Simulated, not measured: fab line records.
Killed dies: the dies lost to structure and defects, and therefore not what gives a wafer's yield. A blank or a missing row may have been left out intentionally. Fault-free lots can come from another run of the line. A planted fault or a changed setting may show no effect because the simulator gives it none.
fab line records -- flow gf180mcu
[record] lots = 13, wafers = 39, last-day = 34
route steps=602 shown STI@15 DNWELL@40 LVPWELL@64 MVSD@76 VT_IMPLANT@100
lots untouched by any fault: they come from a run of this same line in which no faults occurred
start-h: hours from the record's first day to the start of the lot's first wafer shown -- wait-h: time in hours since the lot's previous step -- " identical to the entry in the row above -- L1.1+2: a single row standing in for several wafers -- - either no value or no given start -- * or withheld: withheld -- < > ~ a bound
route shown NAME@n: names a module that has steps shown in the file, with the first one's number in the route -- usual: mean/standard deviation of fault-free wafers -- same: alike in all rows -- chamber/n: place in a boat -- sites: per-site readings -- _std_site: the standard deviation of these -- _edge_site: outer sites' mean less inner sites' -- radius-mm: how far each site lies from the wafer's centre -- mask NAME#n: copy n -- behind: the most recent tool/chamber to have shaped the wafer -- hold: what put the lot on hold/how long, in hours/how the hold closed -- device: which transistor (n, p or np) failed to switch -- end of line: tests run on the same wafers once the route is complete -- for a step that has no rows: nothing shown but its recipe -- killed: count of dies lost to structure and defects at first sort (not the wafer's yield) -- map: shows each die of a wafer: x if killed, . if not, _ if none is there
set.NAME: the setting as run; set.NAME@STEP: as run at that earlier step -- model.NAME: the simulator's own value behind a step, which no gauge read
the route's steps for a sample of lots (tables are steps, rows are wafers)
services: the hour from which a tool's chamber was out of use, counted from the record's first day as start-h (under 0 if before that day), plus the number of hours and why
[[steps]]
[step GF_STI_ETCH_14]
[recipe] target = Si, chemistry = HBr/Cl2/O2, target-depth-nm = 360, icp-w = 600, bias-w = 150, pressure-mtorr = 15, HBr_flow_sccm = 150, Cl2_flow_sccm = 40, O2_flow_sccm = 6, time-s = 102.9
[usual] bias-w = 150.0/0.41, drypump-motor-current-A = 5.7/0.37, oes-product-au = 0.999/0.0072, throttle-valve-pct = 25.658/0.011
lot.wafer,tool,chamber,start-h,wait-h,bias-w,drypump-motor-current-A,oes-product-au,rf-hours-counter-h,throttle-valve-pct
L246.2,rie-si-01,1,25.05,0.0,150.7,5.7,1.003,104,25.648
L246.3,rie-si-01,3,25.05,0.0,149.8,5.7,1.010,145,25.643
L246.5,rie-si-01,0,25.05,0.0,150.1,5.4,0.997,-,25.650
L247.3,rie-si-02,2,30.39,0.0,150.4,5.1,0.995,78,25.668
L247.4,rie-si-02,1,30.39,0.0,150.1,5.8,0.999,113,25.649
L247.6,rie-si-02,0,30.39,0.0,150.5,5.5,0.987,-,25.652
L249.4,rie-si-02,3,42.40,0.0,149.6,6.4,0.997,58,25.645
L249.5,rie-si-02,0,42.40,0.0,149.5,5.5,0.997,-,25.671
L249.6,rie-si-02,3,42.40,0.0,149.8,6.4,1.016,-,25.645
L250.2,rie-si-01,1,46.14,0.0,149.5,5.6,1.006,104,25.655
L250.3,rie-si-01,0,46.14,0.0,149.3,5.4,0.995,6,25.672
L250.6,rie-si-01,0,46.14,0.0,149.3,5.4,1.002,-,25.652
L251.2,rie-si-01,0,51.05,0.0,150.4,5.4,1.009,6,25.661
L251.3,rie-si-01,1,51.05,0.0,149.9,5.7,0.997,105,25.677
L251.5,rie-si-01,2,51.05,0.0,150.3,5.7,1.000,-,25.658
L252.3,rie-si-02,1,55.94,0.0,149.8,5.8,0.996,113,25.653
L252.4,rie-si-02,3,55.94,0.0,150.0,6.5,0.998,58,25.660
L252.6,rie-si-02,0,55.94,0.0,150.3,5.5,0.978,-,25.670
L253.2,rie-si-01,2,61.40,0.0,150.6,5.7,1.003,32,25.662
L253.4,rie-si-01,1,61.40,0.0,150.2,5.6,1.012,105,25.654
L253.6,rie-si-01,3,61.40,0.0,150.3,5.6,0.995,-,25.651
L254.2,rie-si-02,2,67.39,0.0,150.6,5.1,0.998,78,25.658
L254.4,rie-si-02,0,67.39,0.0,149.9,5.5,0.992,3,25.662
L254.5,rie-si-02,1,67.39,0.0,149.8,5.9,0.993,-,25.661
L256.3,rie-si-01,0,77.44,0.0,149.8,5.4,0.997,6,25.654
L256.4,rie-si-01,3,77.44,0.0,150.0,5.7,0.997,145,25.636
L256.5,rie-si-01,3,77.44,0.0,149.8,5.6,0.997,-,25.647
L257.2,rie-si-02,2,83.03,0.1,149.5,5.1,1.003,78,25.647
L257.3,rie-si-02,0,83.03,0.1,150.0,5.5,1.000,3,25.649
L257.5,rie-si-02,1,83.03,0.1,149.7,5.8,1.000,-,25.648
L260.2,rie-si-02,1,97.20,0.0,150.5,5.8,0.999,114,25.677
L260.4,rie-si-02,3,97.20,0.0,149.9,6.4,1.002,58,25.650
L260.5,rie-si-02,2,97.20,0.0,150.0,5.1,0.997,-,25.658
L262.1,rie-si-02,0,109.69,0.0,150.8,5.5,0.997,3,25.674
L262.2,rie-si-02,2,109.69,0.0,149.5,5.1,0.994,79,25.662
L262.5,rie-si-02,0,109.69,0.0,149.8,5.5,0.993,-,25.678
L269.4,rie-si-02,3,145.49,0.0,149.7,6.4,1.014,58,25.663
L269.5,rie-si-02,3,145.49,0.0,150.7,6.4,1.020,-,25.636
L269.6,rie-si-02,2,145.49,0.0,149.5,5.2,1.000,-,25.660
[step GF_DNWELL_STRIP_08]
[recipe] chemistry = O2/N2, power-w = 1400, pressure-mtorr = 1500, platen-temp-c = 250, o2-flow-sccm = 3000, n2-flow-sccm = 300, overash-fraction = 0.5
[usual] drypump-motor-current-A = 5.7/0.61, heater-power-w = 340/27, oes-product-au = 0.722/0.005, strip-time-to-endpoint-s = 37.00/0.1
lot.wafer,tool,chamber,start-h,wait-h,drypump-motor-current-A,heater-power-w,oes-product-au,rf-hours-counter-h,strip-time-to-endpoint-s
L246.2,plasma-asher-01,0,42.20,0.1,5.3,327,0.727,38,37.12
L246.3,plasma-asher-01,1,42.20,0.1,6.6,373,0.733,-,36.98
L246.5,plasma-asher-01,1,42.20,0.1,6.6,369,0.733,-,37.02
L247.3,plasma-asher-01,1,47.08,0.1,6.6,384,0.719,-,36.91
L247.4,plasma-asher-01,0,47.08,0.1,5.3,333,0.727,-,36.98
L247.6,plasma-asher-01,1,47.08,0.1,6.6,375,0.721,-,36.89
L249.4,plasma-asher-02,0,59.91,0.1,6.0,333,0.728,-,37.10
L249.5,plasma-asher-02,1,59.91,0.1,5.2,324,0.715,-,37.07
L249.6,plasma-asher-02,0,59.91,0.1,6.0,341,0.721,-,37.11
L250.2,plasma-asher-01,0,63.25,0.1,5.3,325,0.720,42,37.01
L250.3,plasma-asher-01,0,63.25,0.1,5.3,328,0.720,-,36.98
L250.6,plasma-asher-01,0,63.25,0.1,5.3,324,0.716,-,36.97
L251.2,plasma-asher-02,0,68.50,0.1,5.9,342,0.727,39,37.19
L251.3,plasma-asher-02,0,68.50,0.1,5.9,337,0.728,-,37.23
L251.5,plasma-asher-02,1,68.50,0.1,5.2,324,0.718,-,37.17
L252.3,plasma-asher-02,0,73.93,0.1,6.0,349,0.729,-,37.05
L252.4,plasma-asher-02,1,73.93,0.1,5.2,318,0.716,-,37.22
L252.6,plasma-asher-02,1,73.93,0.1,5.2,322,0.717,-,37.02
L253.2,plasma-asher-03,1,79.40,0.1,4.8,309,0.725,43,37.04
L253.4,plasma-asher-03,1,79.40,0.1,4.8,298,0.723,-,37.00
L253.6,plasma-asher-03,0,79.40,0.1,6.1,382,0.719,-,37.00
L254.2,plasma-asher-03,0,85.12,0.1,6.1,381,0.718,43,37.03
L254.4,plasma-asher-03,1,85.12,0.1,4.8,316,0.717,-,36.99
L254.5,plasma-asher-03,0,85.12,0.1,6.1,380,0.728,-,37.11
L256.3,plasma-asher-02,0,96.13,0.1,6.0,338,0.722,-,36.82
L256.4,plasma-asher-02,1,96.13,0.1,5.2,319,0.713,-,36.93
L256.5,plasma-asher-02,0,96.13,0.1,6.0,343,0.717,-,36.98
L257.2,plasma-asher-03,0,101.12,0.1,6.1,374,0.720,45,36.84
L257.3,plasma-asher-03,0,101.12,0.1,6.1,388,0.725,-,36.76
L257.5,plasma-asher-03,0,101.12,0.1,6.1,392,0.718,-,36.86
L260.2,plasma-asher-01,0,119.24,0.1,5.3,318,0.712,48,37.23
L260.4,plasma-asher-01,0,119.24,0.1,5.3,331,0.721,-,37.14
L260.5,plasma-asher-01,0,119.24,0.1,5.3,323,0.718,-,37.17
L262.1,plasma-asher-03,0,130.05,0.1,6.1,376,0.723,1,37.02
L262.2,plasma-asher-03,1,130.05,0.1,4.8,294,0.726,1,37.05
L262.5,plasma-asher-03,1,130.05,0.1,4.8,303,0.719,-,36.95
L269.4,plasma-asher-02,1,166.08,0.1,5.2,328,0.727,-,36.86
L269.5,plasma-asher-02,0,166.08,0.1,5.9,328,0.720,-,36.89
L269.6,plasma-asher-02,1,166.08,0.1,5.2,329,0.726,-,36.86
[step GF_LVPWELL_STRIP_10]
[recipe] chemistry = O2/N2, power-w = 1400, pressure-mtorr = 1500, platen-temp-c = 250, o2-flow-sccm = 3000, n2-flow-sccm = 300, overash-fraction = 0.5
[usual] drypump-motor-current-A = 5.7/0.47, heater-power-w = 334/21, oes-product-au = 0.722/0.0045, strip-time-to-endpoint-s = 36.96/0.074
lot.wafer,tool,chamber,start-h,wait-h,drypump-motor-current-A,heater-power-w,oes-product-au,rf-hours-counter-h,strip-time-to-endpoint-s
L246.2,plasma-asher-03,1,69.08,0.1,4.8,304,0.730,42,36.91
L246.3,plasma-asher-03,0,69.08,0.1,6.1,371,0.719,-,36.90
L246.5,plasma-asher-03,1,69.08,0.1,4.8,312,0.726,-,37.02
L247.3,plasma-asher-02,1,74.57,0.1,5.2,332,0.726,-,37.08
L247.4,plasma-asher-02,0,74.57,0.1,6.0,338,0.718,-,36.99
L247.6,plasma-asher-02,1,74.57,0.1,5.2,332,0.728,-,37.03
L249.4,plasma-asher-02,1,87.89,0.1,5.2,328,0.723,-,36.92
L249.5,plasma-asher-02,1,87.89,0.1,5.2,323,0.726,-,36.96
L249.6,plasma-asher-02,0,87.89,0.1,5.9,338,0.725,-,36.93
L250.2,plasma-asher-02,1,90.94,0.1,5.2,332,0.725,42,36.89
L250.3,plasma-asher-02,1,90.94,0.1,5.2,332,0.724,-,36.99
L250.6,plasma-asher-02,0,90.94,0.1,5.9,336,0.731,-,36.93
L251.2,plasma-asher-03,1,96.29,0.1,4.8,307,0.720,44,36.95
L251.3,plasma-asher-03,1,96.29,0.1,4.8,312,0.720,-,36.96
L251.5,plasma-asher-03,1,96.29,0.1,4.8,315,0.721,-,36.85
L252.3,plasma-asher-04,1,101.69,0.1,6.1,342,0.729,-,36.91
L252.4,plasma-asher-04,0,101.69,0.1,5.9,317,0.725,-,36.93
L252.6,plasma-asher-04,0,101.69,0.1,5.9,313,0.722,-,36.84
L253.2,plasma-asher-04,1,107.44,0.1,6.1,340,0.709,32,36.93
L253.4,plasma-asher-04,1,107.44,0.1,6.1,346,0.725,-,36.97
L253.6,plasma-asher-04,0,107.44,0.1,5.9,318,0.720,-,37.07
L254.2,plasma-asher-04,0,113.81,0.1,5.9,331,0.723,33,36.92
L254.4,plasma-asher-04,0,113.81,0.1,5.9,320,0.717,-,36.98
L254.5,plasma-asher-04,1,113.81,0.1,6.1,342,0.725,-,36.93
L256.3,plasma-asher-04,0,125.04,0.1,5.9,327,0.722,-,37.00
L256.4,plasma-asher-04,1,125.04,0.1,6.2,344,0.718,-,37.08
L256.5,plasma-asher-04,0,125.04,0.1,5.9,326,0.727,-,37.03
L257.2,plasma-asher-02,1,130.59,0.1,5.2,325,0.730,44,37.04
L257.3,plasma-asher-02,0,130.59,0.1,6.0,341,0.722,-,36.96
L257.5,plasma-asher-02,1,130.59,0.1,5.2,329,0.724,-,36.99
L260.2,plasma-asher-03,1,149.09,0.1,4.8,298,0.945,3,-
L260.4,plasma-asher-03,0,149.09,0.1,6.1,369,0.947,-,-
L260.5,plasma-asher-03,0,149.09,0.1,6.1,370,0.948,-,-
L262.1,plasma-asher-04,0,161.58,0.1,5.9,320,0.721,38,36.95
L262.2,plasma-asher-04,1,161.58,0.1,6.1,341,0.719,38,37.02
L262.5,plasma-asher-04,0,161.58,0.1,5.9,327,0.716,-,37.04
L269.4,plasma-asher-02,0,199.49,0.1,5.9,338,0.720,-,36.89
L269.5,plasma-asher-02,0,199.49,0.1,5.9,338,0.720,-,36.88
L269.6,plasma-asher-02,1,199.49,0.1,5.2,323,0.720,-,36.89
[step GF_MVSD_STRIP_10]
[recipe] chemistry = O2/N2, power-w = 1400, pressure-mtorr = 1500, platen-temp-c = 250, o2-flow-sccm = 3000, n2-flow-sccm = 300, overash-fraction = 0.5
[usual] drypump-motor-current-A = 5.9/0.34, heater-power-w = 335/14, oes-product-au = 0.723/0.0048, strip-time-to-endpoint-s = 36.93/0.094
lot.wafer,tool,chamber,start-h,wait-h,drypump-motor-current-A,heater-power-w,oes-product-au,rf-hours-counter-h,strip-time-to-endpoint-s
L246.2,plasma-asher-02,1,82.78,0.1,5.2,327,0.717,41,36.90
L246.3,plasma-asher-02,1,82.78,0.1,5.2,316,0.719,-,36.95
L246.5,plasma-asher-02,1,82.78,0.1,5.2,323,0.723,-,36.89
L247.3,plasma-asher-01,1,88.41,0.1,6.6,377,0.730,-,37.04
L247.4,plasma-asher-01,0,88.41,0.1,5.3,330,0.709,-,37.12
L247.6,plasma-asher-01,0,88.41,0.1,5.3,332,0.725,-,37.04
L249.4,plasma-asher-02,1,101.46,0.1,5.2,328,0.718,-,36.90
L249.5,plasma-asher-02,0,101.46,0.1,5.9,344,0.728,-,36.77
L249.6,plasma-asher-02,1,101.46,0.1,5.2,316,0.720,-,36.79
L250.2,plasma-asher-04,0,104.53,0.1,6.0,326,0.718,31,36.90
L250.3,plasma-asher-04,0,104.53,0.1,5.9,320,0.719,-,36.88
L250.6,plasma-asher-04,1,104.53,0.1,6.1,344,0.726,-,36.93
L251.2,plasma-asher-02,1,110.59,0.1,5.2,332,0.730,43,37.03
L251.3,plasma-asher-02,1,110.59,0.1,5.2,322,0.718,-,36.91
L251.5,plasma-asher-02,0,110.59,0.1,5.9,341,0.720,-,36.95
L252.3,plasma-asher-04,1,116.66,0.1,6.1,335,0.721,-,36.97
L252.4,plasma-asher-04,0,116.66,0.1,5.9,324,0.718,-,36.98
L252.6,plasma-asher-04,1,116.66,0.1,6.1,348,0.723,-,36.91
L253.2,plasma-asher-04,1,122.27,0.1,6.1,345,0.724,34,36.88
L253.4,plasma-asher-04,0,122.27,0.1,5.9,332,0.727,-,36.80
L253.6,plasma-asher-04,1,122.27,0.1,6.1,341,0.719,-,36.96
L254.2,plasma-asher-04,0,128.38,0.1,5.9,321,0.730,35,36.83
L254.4,plasma-asher-04,0,128.38,0.1,5.9,324,0.728,-,36.91
L254.5,plasma-asher-04,1,128.38,0.1,6.1,344,0.722,-,36.79
L256.3,plasma-asher-04,1,140.31,0.1,6.1,342,0.725,-,36.91
L256.4,plasma-asher-04,0,140.31,0.1,5.9,321,0.715,-,36.94
L256.5,plasma-asher-04,1,140.31,0.1,6.2,346,0.716,-,36.90
L257.2,plasma-asher-04,0,146.03,0.1,5.9,329,0.732,36,36.81
L257.3,plasma-asher-04,1,146.03,0.1,6.1,340,0.721,-,36.88
L257.5,plasma-asher-04,0,146.03,0.1,5.9,324,0.723,-,36.85
L260.2,plasma-asher-04,1,165.13,0.1,6.1,345,0.718,38,53.45
L260.4,plasma-asher-04,1,165.13,0.1,6.1,340,0.725,-,53.56
L260.5,plasma-asher-04,0,165.13,0.1,5.9,328,0.729,-,53.42
L262.1,plasma-asher-04,1,177.88,0.1,6.1,339,0.733,40,36.87
L262.2,plasma-asher-04,0,177.88,0.1,5.9,328,0.723,40,36.92
L262.5,plasma-asher-04,1,177.88,0.1,6.1,346,0.729,-,36.84
L269.4,plasma-asher-02,0,217.37,0.1,5.9,338,0.718,-,37.01
L269.5,plasma-asher-02,0,217.37,0.1,6.0,351,0.724,-,37.17
L269.6,plasma-asher-02,1,217.37,0.1,5.2,328,0.721,-,37.03
[step GF_MVSD_TW_MEAS_11]
[usual] MVSD_TW = 1579/29
lot.wafer,tool,chamber,start-h,wait-h,MVSD_TW
L246.2,film-metro-03,-,82.89,0.1,1574
L246.3,film-metro-03,-,82.89,0.1,1580
L246.5,film-metro-03,-,82.89,0.1,1567
L247.3,film-metro-01,-,88.50,0.1,1567
L247.4,film-metro-01,-,88.50,0.1,1561
L247.6,film-metro-01,-,88.50,0.1,1564
L249.4,film-metro-01,-,101.56,0.1,1564
L249.5,film-metro-01,-,101.56,0.1,1561
L249.6,film-metro-01,-,101.56,0.1,1560
L250.2,film-metro-04,-,104.64,0.1,1614
L250.3,film-metro-04,-,104.64,0.1,1614
L250.6,film-metro-04,-,104.64,0.1,1625
L251.2,film-metro-03,-,110.70,0.1,1587
L251.3,film-metro-03,-,110.70,0.1,1589
L251.5,film-metro-03,-,110.70,0.1,1580
L252.3,film-metro-01,-,116.75,0.1,1559
L252.4,film-metro-01,-,116.75,0.1,1553
L252.6,film-metro-01,-,116.75,0.1,1558
L253.2,film-metro-01,-,122.38,0.1,1557
L253.4,film-metro-01,-,122.38,0.1,1561
L253.6,film-metro-01,-,122.38,0.1,1558
L254.2,film-metro-04,-,128.49,0.1,1617
L254.4,film-metro-04,-,128.49,0.1,1612
L254.5,film-metro-04,-,128.49,0.1,1619
L256.3,film-metro-01,-,140.40,0.1,1553
L256.4,film-metro-01,-,140.40,0.1,1552
L256.5,film-metro-01,-,140.40,0.1,1548
L257.2,film-metro-01,-,146.14,0.1,1554
L257.3,film-metro-01,-,146.14,0.1,1556
L257.5,film-metro-01,-,146.14,0.1,1574
L260.2,film-metro-03,-,165.24,0.1,39
L260.4,film-metro-03,-,165.24,0.1,38
L260.5,film-metro-03,-,165.24,0.1,39
L262.1,film-metro-04,-,177.98,0.1,1630
L262.2,film-metro-04,-,177.98,0.1,1621
L262.5,film-metro-04,-,177.98,0.1,1622
L269.4,film-metro-01,-,217.46,0.1,1544
L269.5,film-metro-01,-,217.46,0.1,1561
L269.6,film-metro-01,-,217.46,0.1,1569
[step GF_VT_IMPLANT_TW_MEAS_10]
[usual] VT_IMPLANT_TW = 560/4.5
lot.wafer,tool,chamber,start-h,wait-h,VT_IMPLANT_TW
L246.2,film-metro-03,-,110.92,0.1,561
L246.3,film-metro-03,-,110.92,0.1,563
L246.5,film-metro-03,-,110.92,0.1,566
L247.3,film-metro-02,-,117.20,0.1,561
L247.4,film-metro-02,-,117.20,0.1,559
L247.6,film-metro-02,-,117.20,0.1,561
L249.4,film-metro-03,-,130.81,0.1,565
L249.5,film-metro-03,-,130.81,0.1,564
L249.6,film-metro-03,-,130.81,0.1,565
L250.2,film-metro-02,-,133.88,0.1,556
L250.3,film-metro-02,-,133.88,0.1,558
L250.6,film-metro-02,-,133.88,0.1,555
L251.2,film-metro-02,-,140.47,0.1,554
L251.3,film-metro-02,-,140.47,0.1,557
L251.5,film-metro-02,-,140.47,0.1,554
L252.3,film-metro-03,-,146.83,0.1,564
L252.4,film-metro-03,-,146.83,0.1,563
L252.6,film-metro-03,-,146.83,0.1,563
L253.2,film-metro-02,-,152.67,0.1,561
L253.4,film-metro-02,-,152.67,0.1,562
L253.6,film-metro-02,-,152.67,0.1,559
L254.2,film-metro-02,-,158.83,0.1,560
L254.4,film-metro-02,-,158.83,0.1,563
L254.5,film-metro-02,-,158.83,0.1,556
L256.3,film-metro-02,-,172.49,0.1,564
L256.4,film-metro-02,-,172.49,0.1,563
L256.5,film-metro-02,-,172.49,0.1,561
L257.2,film-metro-01,-,177.88,0.1,551
L257.3,film-metro-01,-,177.88,0.1,550
L257.5,film-metro-01,-,177.88,0.1,550
L260.2,film-metro-03,-,198.72,0.1,568
L260.4,film-metro-03,-,198.72,0.1,564
L260.5,film-metro-03,-,198.72,0.1,563
L262.1,film-metro-03,-,212.66,0.1,564
L262.2,film-metro-03,-,212.66,0.1,567
L262.5,film-metro-03,-,212.66,0.1,569
L269.4,film-metro-02,-,254.56,0.1,561
L269.5,film-metro-02,-,254.56,0.1,561
L269.6,film-metro-02,-,254.56,0.1,560
[[services]]
tool,chamber,start-h,hours,kind
rie-si-01,-,10.32,0.4,repair
plasma-asher-03,-,37.12,15.6,pm
plasma-asher-02,-,37.36,14.2,repair
rie-si-01,2,82.30,13.3,repair
plasma-asher-01,-,85.06,0.9,repair
rie-si-01,3,88.04,5.1,repair
rie-si-01,3,106.28,-,clean
rie-si-01,3,106.28,27.8,scheduled-down
rie-si-01,3,106.28,27.8,vent-cycle
plasma-asher-03,-,108.75,9.0,pm
plasma-asher-03,0,108.75,9.0,vent-cycle
plasma-asher-03,1,108.75,9.0,vent-cycle
plasma-asher-02,-,115.54,10.8,pm
plasma-asher-03,0,117.75,-,clean
plasma-asher-03,1,117.75,-,clean
rie-si-02,-,124.90,0.2,repair
rie-si-02,2,178.91,3.3,repair
plasma-asher-03,-,199.03,2.1,repair
rie-si-01,-,199.73,0.2,repair
rie-si-01,0,205.18,2.8,repair
rie-si-01,-,210.46,0.4,repair
[[key]]
[first-sign] step = GF_LVPWELL_STRIP_10, reading = oes-product-au, direction = up, sigmas = 50, usual = 0.722, struck = 0.947
[effect] step = GF_MVSD_STRIP_10, reading = strip-time-to-endpoint-s, direction = up, sigmas = 99+, usual = *, struck = *
[effect] step = GF_MVSD_TW_MEAS_11, reading = MVSD_TW, direction = down, sigmas = 54, usual = 1579, struck = 39
met-at GF_LVPWELL_STRIP_10
struck-lots L260
sort-left-out L260.2,L260.4,L260.5
tester-left-out L260
not-acting-at GF_STI_ETCH_14,GF_DNWELL_STRIP_08,GF_VT_IMPLANT_TW_MEAS_10
onset-between 96.29 149.09
[fault] kind = strip-aborted, tool = plasma-asher-03, chamber = -, onset-h = 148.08, steps = GF_LVPWELL_STRIP_10, offset = 0.63622, end-h = 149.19
// tester-left-out: of these lots the tester's yield and bins aren't shown, on N5 and GAA mostly nor the transistor test; their killed dies are dies lost to structure and defects alone, not to doping, threshold or leakage, so they don't give the yield
// sort-left-out: the simulated sort isn't trusted on such a fault, so these wafers' sort isn't shown, and their yield isn't known
